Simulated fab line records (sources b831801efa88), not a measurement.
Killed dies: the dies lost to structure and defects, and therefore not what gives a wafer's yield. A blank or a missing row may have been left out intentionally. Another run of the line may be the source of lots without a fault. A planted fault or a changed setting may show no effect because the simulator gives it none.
Matching of chambers + flow sky130 + 4 sister chambers for SKY_CONTACT_CMP_27 on cmp-01
The step polishes, stops on SiO2, t overpolish 15 s, target thk 0 nm. 4 wafers are shown with their chamber, then 9 later ones without.

WAFERS WITH THEIR CHAMBER
| wafer  | chamber | motor current A (A) |
|--------|---------|---------------------|
| L085.1 | 2       | 9.8                 |
| L089.2 | 1       | 9.9                 |
| L089.3 | 0       | 11.8                |
| L089.4 | 3       | 10.5                |

WAFERS WITH NO CHAMBER GIVEN
| wafer  | motor current A (A) |
|--------|---------------------|
| L092.1 | 9.3                 |
| L092.4 | 11.4                |
| L092.6 | 10.4                |
| L094.2 | 10.1                |
| L094.3 | 10.4                |
| L094.6 | 10.1                |
| L097.2 | 9.9                 |
| L097.3 | 11.7                |
| L097.5 | 11.3                |

EACH ONE'S CHAMBER
| wafer  | from the rows above          | in truth |
|--------|------------------------------|----------|
| L092.1 | can't be placed: 2 or 1      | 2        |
| L092.4 | can't be placed: 0 or 3      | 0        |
| L092.6 | can't be placed: 3 or 1 or 2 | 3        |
| L094.2 | can't be placed: 1 or 2 or 3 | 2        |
| L094.3 | can't be placed: 3 or 1 or 2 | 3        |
| L094.6 | can't be placed: 1 or 2 or 3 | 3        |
| L097.2 | can't be placed: 1 or 2      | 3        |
| L097.3 | 0                            | 0        |
| L097.5 | can't be placed: 0 or 3      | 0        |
Placed correctly: 1 of 9. These rows do not allow placing 8 (true chamber among the candidates in 7). Placed wrongly: 0.
How it was worked out, from the rows above alone: a wafer's distance from a chamber is the root of the sum, over the readings, of the square of ((its reading less the chamber's mean) divided by the reading's scatter). The wafer belongs to the nearest chamber; if the next one is less than 2 further off, it can't be placed. For every chamber, the mean is computed from those of its wafers that are shown. The scatter (one wafer shown for each chamber): square how far every hidden wafer sits from the nearest shown wafer, average those squares and take the square root.
